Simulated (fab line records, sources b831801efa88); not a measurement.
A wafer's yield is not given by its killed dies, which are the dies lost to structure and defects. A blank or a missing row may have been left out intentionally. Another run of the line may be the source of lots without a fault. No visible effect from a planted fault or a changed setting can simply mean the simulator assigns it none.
Which tool was responsible? | flow gf180mcu | Sampling: 12 lots, 36 wafers, 6 of 602 route steps

== WHAT THE GAUGES SHOWED, per wafer ==
GF_SALICIDE_THK_MEAS_05: measures by xrf. Usual: for SALICIDE_TIN_THK the level is 19.98 nm and the standard deviation is 0.29.
lot  | measured     | on            | SALICIDE_TIN_THK (nm) | flag
L203 | day 14 20:55 | film-metro-01 | 20.19 19.83 20.21     |
L204 | day 15 08:25 | film-metro-02 | 19.89 20.09 19.88     |
L205 | day 15 16:16 | film-metro-03 | 20.03 19.39 19.52     |
L207 | day 16 09:00 | film-metro-03 | 20.37 19.92 19.91     |
L208 | day 16 15:28 | film-metro-01 | 20.25 19.90 19.94     |
L210 | day 17 23:55 | film-metro-02 | 19.71 19.99 20.08     |
L213 | day 19 16:16 | film-metro-01 | 20.13 19.74 19.98     |
L216 | day 20 05:16 | film-metro-02 | 20.10 19.81 20.08     |
L218 | day 20 21:32 | film-metro-02 | 20.32 20.41 20.26     |
L221 | day 21 14:25 | film-metro-02 | 19.56 19.86 19.78     |
L224 | day 22 12:19 | film-metro-01 | 20.06 20.06 19.76     |
L226 | day 23 04:45 | film-metro-02 | 19.77 19.56 19.93     |

GF_CONTACT_OVL_MEAS_15. Usual: for CONTACT_OVL the level is 2 nm and the standard deviation is 5.4.
lot  | measured     | on         | CONTACT_OVL (nm) | flag
L203 | day 15 19:45 | overlay-02 | 5 2 -1           |
L204 | day 16 07:30 | overlay-02 | 8 7 -2           |
L205 | day 16 15:43 | overlay-01 | 0 -7 -6          |
L207 | day 17 08:22 | overlay-02 | 10 5 17          |
L208 | day 17 14:59 | overlay-02 | 2 -3 7           |
L210 | day 19 00:46 | overlay-02 | -3 -2 -2         |
L213 | day 20 16:43 | overlay-01 | 0 2 4            |
L216 | day 21 06:14 | overlay-01 | 9 7 7            |
L218 | day 21 22:33 | overlay-01 | -3 1 -7          |
L221 | day 22 14:44 | overlay-01 | -8 -4 -3         |
L224 | day 23 12:18 | overlay-02 | 0 1 -4           |
L226 | day 24 04:42 | overlay-02 | 2 -3 -2          |

GF_M1_RS_MEAS_05: uses a four-point probe to measure. Usual: for M1_ALCU_RS the level is 0.0695 ohm/sq and the standard deviation is 0.00092.
lot  | measured     | on            | M1_ALCU_RS (ohm/sq)  | flag
L203 | day 15 21:09 | film-metro-04 | 0.0695 0.0701 0.0699 |
L204 | day 16 08:53 | film-metro-02 | 0.0716 0.0715 0.0694 |
L205 | day 16 17:08 | film-metro-02 | 0.0691 0.0683 0.0693 |
L207 | day 17 09:47 | film-metro-04 | 0.0691 0.0682 0.0694 |
L208 | day 17 16:25 | film-metro-01 | 0.0698 0.0684 0.0693 |
L210 | day 19 02:18 | film-metro-02 | 0.0718 0.0704 0.0713 |
L213 | day 20 18:09 | film-metro-04 | 0.0701 0.0696 0.0709 |
L216 | day 21 07:39 | film-metro-04 | 0.0774 0.0760 0.0780 | OFF
L218 | day 21 23:58 | film-metro-04 | 0.0765 0.0786 0.0790 | OFF
L221 | day 22 16:18 | film-metro-04 | 0.0684 0.0681 0.0675 |
L224 | day 23 13:49 | film-metro-04 | 0.0691 0.0697 0.0693 |
L226 | day 24 06:07 | film-metro-02 | 0.0696 0.0693 0.0695 |

GF_M1_THK_MEAS_06: measures by xrf. Usual: for M1_ALCU_THK the level is 445 nm and the standard deviation is 5.9.
lot  | measured     | on            | M1_ALCU_THK (nm) | flag
L203 | day 15 21:16 | film-metro-04 | 447 444 442      |
L204 | day 16 09:01 | film-metro-02 | 433 432 445      |
L205 | day 16 17:14 | film-metro-02 | 445 454 445      |
L207 | day 17 09:54 | film-metro-04 | 444 453 442      |
L208 | day 17 16:31 | film-metro-01 | 442 452 446      |
L210 | day 19 02:25 | film-metro-02 | 434 443 438      |
L213 | day 20 18:15 | film-metro-04 | 445 445 440      |
L216 | day 21 07:46 | film-metro-04 | 401 405 397      | OFF
L218 | day 22 00:04 | film-metro-04 | 402 391 392      | OFF
L221 | day 22 16:25 | film-metro-04 | 449 453 458      |
L224 | day 23 13:55 | film-metro-04 | 446 444 445      |
L226 | day 24 06:14 | film-metro-02 | 445 446 448      |

== WHAT TOOL EACH LOT RAN ON (gives the tool, then ch and the chambers of the sampled wafers, and finally the start) ==
lot  | GF_CONTACT_CVD_02               | GF_M1_SPUTTER_02
L203 | pecvd-03 ch 0,1,2, day 14 21:22 | pvd-sputter-03, day 15 21:04
L204 | pecvd-02 ch 0,1, day 15 08:53   | pvd-sputter-01, day 16 08:48
L205 | pecvd-01 ch 0,2, day 15 16:43   | pvd-sputter-04, day 16 17:01
L207 | pecvd-03 ch 0,1, day 16 09:27   | pvd-sputter-04, day 17 09:41
L208 | pecvd-03 ch 0,1,2, day 16 15:54 | pvd-sputter-04, day 17 16:17
L210 | pecvd-01 ch 0,1, day 18 00:22   | pvd-sputter-01, day 19 02:11
L213 | pecvd-01 ch 0,1, day 19 16:43   | pvd-sputter-01, day 20 18:01
L216 | pecvd-01 ch 0,2, day 20 05:49   | pvd-sputter-04, day 21 07:34
L218 | pecvd-03 ch 0,2, day 20 22:05   | pvd-sputter-04, day 21 23:51
L221 | pecvd-03 ch 0,1,2, day 21 14:59 | pvd-sputter-03, day 22 16:13
L224 | pecvd-03 ch 1,2, day 22 12:46   | pvd-sputter-03, day 23 13:42
L226 | pecvd-02 ch 0,1,2, day 23 05:12 | pvd-sputter-03, day 24 06:01
- GF_CONTACT_CVD_02: deposits SiO2 from TEOS, target thk 860 nm, time 95.992 s.
- GF_M1_SPUTTER_02: material AlCu, target thk 450 nm, time 23.9 s.

== AS READ BY THE TOOLS THEMSELVES (means over the sampled wafers that have a number; for cases with no such wafer, the mark the record gives instead) ==
GF_CONTACT_CVD_02. Usual: heater-power-w 638 W, standard deviation 120; susceptor-temp-C 400.00 C, standard deviation 0.2.
lot  | tool     | heater-power-w (W) | susceptor-temp-C (C) | flag
L203 | pecvd-03 | 625                | 399.85               |
L204 | pecvd-02 | 601                | 399.99               |
L205 | pecvd-01 | 630                | 399.69               |
L207 | pecvd-03 | 571                | 400.02               |
L208 | pecvd-03 | 664                | 400.25               |
L210 | pecvd-01 | 602                | 400.10               |
L213 | pecvd-01 | 538                | 400.10               |
L216 | pecvd-01 | 635                | 400.31               |
L218 | pecvd-03 | 698                | 399.92               |
L221 | pecvd-03 | 690                | 399.98               |
L224 | pecvd-03 | 733                | 399.98               |
L226 | pecvd-02 | 664                | 400.18               |

GF_M1_SPUTTER_02. Usual: 30.2 % for throttle-valve-pct, sd 0.93.
lot  | tool           | throttle-valve-pct (%) | flag
L203 | pvd-sputter-03 | 30.7                   |
L204 | pvd-sputter-01 | 30.1                   |
L205 | pvd-sputter-04 | 30.1                   |
L207 | pvd-sputter-04 | 30.3                   |
L208 | pvd-sputter-04 | 30.3                   |
L210 | pvd-sputter-01 | 30.0                   |
L213 | pvd-sputter-01 | 29.6                   |
L216 | pvd-sputter-04 | 30.1                   |
L218 | pvd-sputter-04 | 30.3                   |
L221 | pvd-sputter-03 | 30.4                   |
L224 | pvd-sputter-03 | 30.0                   |
L226 | pvd-sputter-03 | 30.3                   |

== THE ANSWER, worked out from the rows above alone ==
Rule: lot off if the mean of its wafers having a number is beyond 3 standard deviations from the usual mean. A lot without any number at a reading at which 4 lots or more have one is off too. Any other lot the step has rows for is counted as sound. First the gauges in route order, then the tools' own readings, where a lot's mean is used as printed above. At the first step where some lot is off, the reading lying furthest off is the one used; lots without a number count as furthest.
Off: at GF_M1_RS_MEAS_05 (M1_ALCU_RS), L216, L218.
If a tool, at a process step before that reading, ran all the lots that are off and no sound lot after the first of them, it fits. Those tools and the gauges at GF_M1_RS_MEAS_05 are tried in the same way. One candidate fits, namely pvd-sputter-04 at GF_M1_SPUTTER_02. A fault onset in the window from L208 (day 17 16:17, its last sound lot) to L216 (day 21 07:34, its first lot off) fits.

== WHAT THE SIMULATOR PUT IN ==
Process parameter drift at GF_M1_SPUTTER_02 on pvd-sputter-04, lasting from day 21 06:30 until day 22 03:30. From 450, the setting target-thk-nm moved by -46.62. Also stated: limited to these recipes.
Shown lots that were struck: L216, L218. The rule given above showed the same thing.
